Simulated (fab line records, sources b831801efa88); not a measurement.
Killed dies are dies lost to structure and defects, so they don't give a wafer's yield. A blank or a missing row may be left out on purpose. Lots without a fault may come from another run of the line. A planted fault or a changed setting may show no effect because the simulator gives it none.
Problem report in the 8D (eight disciplines) form, filled by code | flow gf180mcu | the parts of the form that need people (team, actions taken, sign-off) are left out

1. THE PROBLEM
cd_nm at GF_HV_LDD_CD_MEAS_07 reads a mean of 194.6 nm on 6 wafers of 2 lots; wafers without a fault read 400.3 nm with a standard deviation of 2.3. That is -89 standard deviations from the usual mean.
The step: target cd 400 nm.
First seen on wafer L573.3, day 15 00:26, on cd_sem-01. The record holds 42 wafers of 14 lots with a number at this step. Rule for "out", or "out of limits": more than 4 standard deviations from the usual mean. The other wafers with a number count as sound.

2. WHAT IT IS AND WHAT IT IS NOT
question                    | is                     | is not
which readings at this step | cd_nm                  | -
which lots                  | L573, L575             | L557, L558, L559, L560, L563, L564, L565, L566, L567, L576, L577, L578
which wafers of those lots  | all that have a number | -
read on which gauges        | cd_sem-01              | cd_sem-02
when                        | from day 15 00:26      | up to then (27 sound wafers); but 9 sound wafers of L576, L577, L578 came after

3. SUSPECTS, AND WHAT RULES EACH OUT
Counting: a tool at a process step up to the reading stays a suspect if it ran every lot that is out and no sound lot after the first of them.
- the gauge at GF_HV_LDD_CD_MEAS_07: kept. All the wafers that are out were read on cd_sem-01, and no step on other tools shows them out.
- litho_track-02 at GF_HV_LDD_DEVELOP_06 (develop time 60 s): kept. It ran every lot that is out, first L573 (day 15 00:18), and no sound lot after that; its last sound lot up to then is L567 (day 13 17:06).
Left after counting: litho_track-02 at GF_HV_LDD_DEVELOP_06, cd_sem-01 at GF_HV_LDD_CD_MEAS_07.

4. THE CAUSE (what the simulator had put in)
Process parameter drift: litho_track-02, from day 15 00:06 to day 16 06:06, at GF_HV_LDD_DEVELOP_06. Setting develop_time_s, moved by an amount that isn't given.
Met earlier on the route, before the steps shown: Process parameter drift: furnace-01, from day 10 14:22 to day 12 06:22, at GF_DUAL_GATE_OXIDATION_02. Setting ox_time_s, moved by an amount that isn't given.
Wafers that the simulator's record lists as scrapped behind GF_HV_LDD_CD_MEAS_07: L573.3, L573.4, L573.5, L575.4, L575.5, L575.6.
Counting left 2 suspects, and this tool is among them.

5. THE CHAIN OF EFFECTS, in route order
Each row: a reading whose mean over the struck wafers that have a number lies more than 3 standard deviations from the usual. Only readings for which the record gives a usual standard deviation are gone through. hours: the time from each lot's start at the first step in this table that gives one to its start at this step, as a median over the lots. sigmas: the change in usual standard deviations.
hours | step                 | reading | usual    | on struck wafers | change | sigmas
0     | GF_HV_LDD_CD_MEAS_07 | cd_nm   | 400.3 nm | 194.6            | -205.7 | -89

6. WHAT WOULD HAVE CAUGHT IT SOONER
In this record the first reading out of limits at a measuring or inspecting step was taken at day 15 00:26, 0 hours after the fault began at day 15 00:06.
Of the tool readings at GF_HV_LDD_DEVELOP_06 for which the record gives a usual standard deviation, none was out on any struck wafer, so an alarm limit of 4 standard deviations on them would not have fired.
Of the lots that are out (2), L575 began GF_HV_LDD_DEVELOP_06 on litho_track-02 after day 15 00:26. A hold on the tool at that time would have spared it.
